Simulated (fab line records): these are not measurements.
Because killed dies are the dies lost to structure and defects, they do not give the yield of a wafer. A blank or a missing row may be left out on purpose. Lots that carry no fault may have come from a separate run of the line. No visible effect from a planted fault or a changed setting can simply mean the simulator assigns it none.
Which tool did it?    flow gf180mcu    13 lots (39 wafers sampled), 1 step of a 602-step route

WHAT THE GAUGES SHOWED, per wafer
GF_DNWELL_TW_MEAS_09. Usual: for DNWELL_TW the level is 1336 and the standard deviation is 15.
lot   measured     on             DNWELL_TW       flag
L458  day 2 20:51  film-metro-02  1341 1332 1329  
L459  day 3 02:13  film-metro-01  1360 1366 1358  
L461  day 3 11:28  film-metro-04  1318 1315 1316  
L462  day 3 16:48  film-metro-04  1312 1317 1311  
L463  day 3 20:28  film-metro-04  1312 1318 1323  
L469  day 5 09:22  film-metro-04  1324 1324 1329  
L475  day 6 13:44  film-metro-01  1336 1347 1341  
L476  day 6 16:59  film-metro-01  1346 1340 1330  
L477  day 6 23:59  film-metro-04  1320 1318 1320  
L478  day 7 03:47  film-metro-04  1321 1323 1322  
L479  day 7 10:11  film-metro-04  1333 1321 1326  
L480  day 7 15:49  film-metro-01  1347 1343 1358  
L481  day 7 20:28  film-metro-04  1326 1333 1327  

WHICH TOOL RAN EACH LOT (tool, then ch and the chambers of the sampled wafers, then the start)
The record shows no process step preceding these readings.

AS READ BY THE TOOLS THEMSELVES (means over the sampled wafers that have a number; for cases with no such wafer, the mark the record gives instead)
The record holds no such reading with a usual standard deviation.

THE ANSWER, worked out from the rows above alone
Rule: a lot counts as off when the mean over its wafers that have a number is more than 3 standard deviations away from the usual mean. Also off: a lot with no number at a reading for which 4 or more lots have one. Where the step has rows for the other lots, those lots are counted as sound. First the gauges in route order, then the tools' own readings, where a lot's mean is used as printed above. The first step at which some lot is off is used, and at that step the reading that is off furthest; a lot without a number counts as furthest.
None of the lots is off at any reading shown; this tells nothing.

WHAT THE SIMULATOR HAD PUT IN
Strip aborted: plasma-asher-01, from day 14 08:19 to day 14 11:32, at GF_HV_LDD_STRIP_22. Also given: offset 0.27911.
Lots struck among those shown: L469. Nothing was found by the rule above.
